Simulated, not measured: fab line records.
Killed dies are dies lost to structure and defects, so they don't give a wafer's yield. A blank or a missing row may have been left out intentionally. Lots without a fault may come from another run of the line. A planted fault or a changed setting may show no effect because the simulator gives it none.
Which of the tools did it?    flow gf180mcu    14 lots, 42 wafers sampled, at 5 steps of a route of 602

## WHAT THE GAUGES READ, wafer by wafer
GF_V3_THK_MEAS_03. Usual: for V3_CVD_02_THK the level is 848 nm and the standard deviation is 10.
lot   measured      on             V3_CVD_02_THK (nm)  flag
L200  day 21 06:48  film metro-02  839 849 852         
L201  day 21 17:56  film metro-04  853 858 861         
L202  day 21 21:35  film metro-04  851 843 861         
L204  day 23 02:20  film metro-02  848 846 854         
L205  day 23 02:37  film metro-04  838 844 859         
L213  day 25 23:05  film metro-04  843 846 857         
L214  day 26 07:50  film metro-04  853 848 861         
L215  day 26 17:21  film metro-04  850 850 841         
L217  day 27 06:18  film metro-02  850 872 868         
L218  day 27 13:41  film metro-02  831 839 831         
L222  day 28 13:21  film metro-04  829 844 835         
L223  day 28 19:52  film metro-02  848 857 859         

## TOOL THAT RAN EACH LOT (tool first, then ch and the chambers of the sampled wafers, then the start)
lot   GF_V2_ETCH_17                                  GF_M3_SPUTTER_01              GF_M3_METAL_ETCH_16                GF_M3_STRIP_17
L200  rie diel-03 ch 0,1,3, day 20 04:44 or earlier  pvd sputter-01, day 20 04:44  rie metal-04 ch 0,1, day 21 05:58  plasma asher-04 ch 0,1, day 21 06:04
L201  rie diel-03 ch 0,1,3, day 20 16:24 or earlier  pvd sputter-01, day 20 16:24  rie metal-01 ch 0, day 21 17:02    plasma asher-03 ch 0,1, day 21 17:09
L202  rie diel-03 ch 0,2,3, day 20 20:22 or earlier  pvd sputter-02, day 20 20:22  rie metal-02 ch 0,1, day 21 20:44  plasma asher-04 ch 0,1, day 21 20:50
L204  rie diel-03 ch 0,1,3, day 22 01:46 or earlier  pvd sputter-03, day 22 01:46  rie metal-02 ch 0,1, day 23 01:29  plasma asher-03 ch 0,1, day 23 01:35
L205  rie diel-04 ch 2,3, day 22 02:22 or earlier    pvd sputter-01, day 22 02:22  rie metal-01 ch 0, day 23 01:46    plasma asher-02 ch 0,1, day 23 01:53
L211  rie diel-02 ch 0,1, day 24 16:43 or earlier    pvd sputter-03, day 24 16:43  rie metal-01 ch 0,1, day 25 14:47  plasma asher-02 ch 0,1, day 25 14:54
L212  rie diel-03 ch 0,1,3, day 24 17:44 or earlier  pvd sputter-01, day 24 17:44  rie metal-04 ch 1, day 25 16:05    plasma asher-04 ch 0,1, day 25 16:18
L213  rie diel-04 ch 1,2,3, day 25 00:34 or earlier  pvd sputter-01, day 25 00:34  rie metal-02 ch 0,1, day 25 22:16  plasma asher-04 ch 0,1, day 25 22:22
L214  rie diel-03 ch 1,2, day 25 09:47 or earlier    pvd sputter-02, day 25 09:47  rie metal-01 ch 1, day 26 06:59    plasma asher-04 ch 0,1, day 26 07:06
L215  rie diel-03 ch 1,2, day 25 19:44 or earlier    pvd sputter-02, day 25 19:44  rie metal-02 ch 0,1, day 26 16:29  plasma asher-04 ch 0,1, day 26 16:36
L217  rie diel-04 ch 1,2,3, day 26 08:37 or earlier  pvd sputter-01, day 26 08:37  rie metal-01 ch 0,1, day 27 05:23  plasma asher-03 ch 0,1, day 27 05:30
L218  rie diel-04 ch 1,2,3, day 26 16:37 or earlier  pvd sputter-03, day 26 16:37  rie metal-04 ch 0,1, day 27 12:44  plasma asher-02 ch 0,1, day 27 12:50
L222  rie diel-03 ch 0,1,3, day 27 16:10 or earlier  pvd sputter-02, day 27 16:10  rie metal-01 ch 0,1, day 28 12:28  plasma asher-04 ch 1, day 28 12:35
L223  rie diel-04 ch 1,2,3, day 27 23:57 or earlier  pvd sputter-02, day 27 23:57  rie metal-02 ch 0,1, day 28 19:02  plasma asher-02 ch 0,1, day 28 19:08
- GF_V2_ETCH_17: etches SiO2 in C4F8/O2/Ar, stops on TiN, target depth 630 nm.
- GF_M3_SPUTTER_01: material TiN, target thk 30 nm, time 25 s.
- GF_M3_METAL_ETCH_16: etches the open film in Cl2/BCl3, stops on SiO2, target depth 627.5 nm, time 104.6 s.
- GF_M3_STRIP_17: strips in O2/N2.

## WHAT THE TOOLS THEMSELVES READ (means of the sampled wafers that have a number; where no wafer has one, the mark that the record gives instead)
GF_V2_ETCH_17. Usual: bias w 1200 W, standard deviation 3.7; chamber pressure mTorr 40.01 mTorr, standard deviation 0.036; oes product au 0.856 a.u., standard deviation 0.0047.
lot   tool         bias w (W)  chamber pressure mTorr (mTorr)  oes product au (a.u.)  flag
L200  rie diel-03  1202        39.99                           0.858                  
L201  rie diel-03  1198        40.02                           0.857                  
L202  rie diel-03  1195        40.01                           0.858                  
L204  rie diel-03  1199        40.04                           0.857                  
L205  rie diel-04  1202        40.00                           0.858                  
L211  rie diel-02  1197        40.02                           0.855                  
L212  rie diel-03  1199        39.99                           0.856                  
L213  rie diel-04  1198        40.02                           0.856                  
L214  rie diel-03  1201        40.01                           0.858                  
L215  rie diel-03  1198        40.02                           0.855                  
L217  rie diel-04  1204        40.03                           0.858                  
L218  rie diel-04  1200        40.04                           0.857                  
L222  rie diel-03  1201        40.01                           0.852                  
L223  rie diel-04  1202        40.02                           0.854                  

GF_M3_SPUTTER_01. Usual: throttle valve pct at 30.3 %, with a standard deviation of 0.99.
lot   tool            throttle valve pct (%)  flag
L200  pvd sputter-01  30.3                    
L201  pvd sputter-01  30.1                    
L202  pvd sputter-02  29.9                    
L204  pvd sputter-03  30.1                    
L205  pvd sputter-01  30.5                    
L211  pvd sputter-03  30.4                    
L212  pvd sputter-01  30.1                    
L213  pvd sputter-01  29.9                    
L214  pvd sputter-02  29.7                    
L215  pvd sputter-02  30.6                    
L217  pvd sputter-01  29.3                    
L218  pvd sputter-03  30.4                    
L222  pvd sputter-02  30.8                    
L223  pvd sputter-02  30.4                    

GF_M3_METAL_ETCH_16. Usual: bcl3 flow sccm 40.00 sccm, standard deviation 0.13; bias w 140.0 W, standard deviation 0.42; drypump motor current A 5.8 A, standard deviation 0.43; oes product au 0.971 a.u., standard deviation 0.0057; throttle valve pct 28.252 %, standard deviation 0.01.
lot   tool          bcl3 flow sccm (sccm)  bias w (W)  drypump motor current A (A)  oes product au (a.u.)  throttle valve pct (%)  flag
L200  rie metal-04  39.94                  140.3       6.1                          0.972                  28.240                  
L201  rie metal-01  39.89                  140.1       6.0                          0.972                  28.246                  
L202  rie metal-02  40.12                  139.9       5.6                          0.967                  28.250                  
L204  rie metal-02  40.08                  139.7       5.6                          0.972                  28.257                  
L205  rie metal-01  40.16                  139.7       6.0                          0.974                  28.247                  
L211  rie metal-01  -                      -           -                            -                      -                       OFF
L212  rie metal-04  -                      -           -                            -                      -                       OFF
L213  rie metal-02  39.93                  139.7       5.6                          0.979                  28.247                  
L214  rie metal-01  39.98                  139.9       5.2                          0.972                  28.244                  
L215  rie metal-02  40.09                  139.9       5.6                          0.968                  28.260                  
L217  rie metal-01  39.97                  139.7       5.7                          0.978                  28.245                  
L218  rie metal-04  40.07                  140.2       6.1                          0.975                  28.255                  
L222  rie metal-01  39.91                  139.7       5.8                          0.965                  28.256                  
L223  rie metal-02  40.13                  140.4       5.6                          0.973                  28.260                  

GF_M3_STRIP_17. Usual: drypump motor current A 5.5 A, standard deviation 0.37; heater power w 325 W, standard deviation 45; o2 flow sccm 2998 sccm, standard deviation 8.1; oes product au 0.557 a.u., standard deviation 0.0047; strip time to endpoint s 7.86 s, standard deviation 0.041.
lot   tool             drypump motor current A (A)  heater power w (W)  o2 flow sccm (sccm)  oes product au (a.u.)  strip time to endpoint s (s)  flag
L200  plasma asher-04  5.5                          314                 2995                 0.558                  7.87                          
L201  plasma asher-03  5.7                          379                 3007                 0.557                  7.83                          
L202  plasma asher-04  5.6                          309                 2995                 0.556                  7.86                          
L204  plasma asher-03  5.6                          335                 2996                 0.559                  7.85                          
L205  plasma asher-02  5.2                          315                 2994                 0.553                  7.87                          
L211  plasma asher-02  5.2                          323                 3001                 0.659                  10.19                         OFF
L212  plasma asher-04  5.5                          308                 2997                 0.658                  10.23                         OFF
L213  plasma asher-04  5.7                          295                 2994                 0.562                  7.89                          
L214  plasma asher-04  5.8                          302                 2987                 0.556                  7.85                          
L215  plasma asher-04  5.5                          308                 3005                 0.558                  7.86                          
L217  plasma asher-03  5.7                          382                 3000                 0.556                  7.83                          
L218  plasma asher-02  5.4                          337                 2996                 0.558                  7.87                          
L222  plasma asher-04  6.1                          283                 2997                 0.556                  7.88                          
L223  plasma asher-02  5.2                          319                 2992                 0.561                  7.96                          

## THE ANSWER, worked out from the rows above alone
Rule: lot off if the mean of its wafers having a number is beyond 3 standard deviations from the usual mean. A lot without any number at a reading at which 4 lots or more have one is off too. Where the step has rows for the other lots, those lots are counted as sound. First the gauges in route order, then the tools' own readings, where a lot's mean is used as printed above. At the first step where some lot is off, the reading lying furthest off is the one used; lots without a number count as furthest.
Off: L211, L212, at GF_M3_METAL_ETCH_16 (bcl3 flow sccm). Without a number there: L211, L212.
If a tool, at that step or one of the process steps before it, ran each lot that is off and ran no sound lot following the first of them, it fits. With no start given for some of its lots, GF_V2_ETCH_17 uses the hours and lot order of GF_M3_SPUTTER_01. Not one of the candidates tried fits.

## WHAT WAS PUT IN BY THE SIMULATOR
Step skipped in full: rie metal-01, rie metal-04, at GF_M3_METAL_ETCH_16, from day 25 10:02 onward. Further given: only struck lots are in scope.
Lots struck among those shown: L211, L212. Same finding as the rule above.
